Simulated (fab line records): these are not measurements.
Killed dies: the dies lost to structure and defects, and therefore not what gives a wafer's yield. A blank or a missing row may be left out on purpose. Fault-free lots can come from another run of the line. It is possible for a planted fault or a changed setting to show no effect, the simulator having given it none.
Which of the tools did it? ; flow sfq line ; 7 lots with 21 wafers sampled at 2 steps, on a route of 325 steps

WHAT THE GAUGES READ, wafer by wafer
SFQ_I5_OVL_MEAS_936.
lot;measured;on;I5_OVL (nm)
L926;day 67 12:44;overlay-02;9 4 1
L928;day 68 12:50;overlay-02;0 8 -1
L935;day 71 02:26;overlay-02;4 2 5
L939;day 72 14:32;overlay-02;-1 4 7
L943;day 74 11:02;overlay-02;0 -5 -6
L946;day 75 18:30;overlay-01;-3 0 0
L948;day 79 23:26;overlay-01;2 -1 4

EACH LOT AND THE TOOL THAT RAN IT (in order: tool; ch and the chambers of the sampled wafers; start)
lot;SFQ_TRILAYER_R5_DEP_SPUTTER_132
L926;pvd sputter-04, day 57 05:28
L928;pvd sputter-04, day 57 21:11
L935;pvd sputter-03, day 60 16:04
L939;pvd sputter-04, day 66 21:37
L943;pvd sputter-04, day 69 01:53
L946;pvd sputter-04, day 75 06:47
L948;pvd sputter-03, day 75 22:33
- SFQ_TRILAYER_R5_DEP_SPUTTER_132: material Ti, target thk 5 nm, time 5 s.

THE ANSWER, worked out from the rows above alone
Rule: what is usual is taken from the lots themselves. The widest of any qualifying gaps counts: lots, ordered by their means at a reading, are off when they make up no more than a third of the lots, leave a main group of 4 or more, and stand apart from it by 3 or more times the standard deviation of that group's means. A main group is skipped when, at the precision printed for the reading in the tables above, its means are all equal. A lot without any number at a reading at which 4 lots or more have one is off too. All remaining lots with rows at the step are treated as sound.
No lot is off at any reading shown: from this, nothing can be told.

WHAT HAD BEEN PUT IN BY THE SIMULATOR
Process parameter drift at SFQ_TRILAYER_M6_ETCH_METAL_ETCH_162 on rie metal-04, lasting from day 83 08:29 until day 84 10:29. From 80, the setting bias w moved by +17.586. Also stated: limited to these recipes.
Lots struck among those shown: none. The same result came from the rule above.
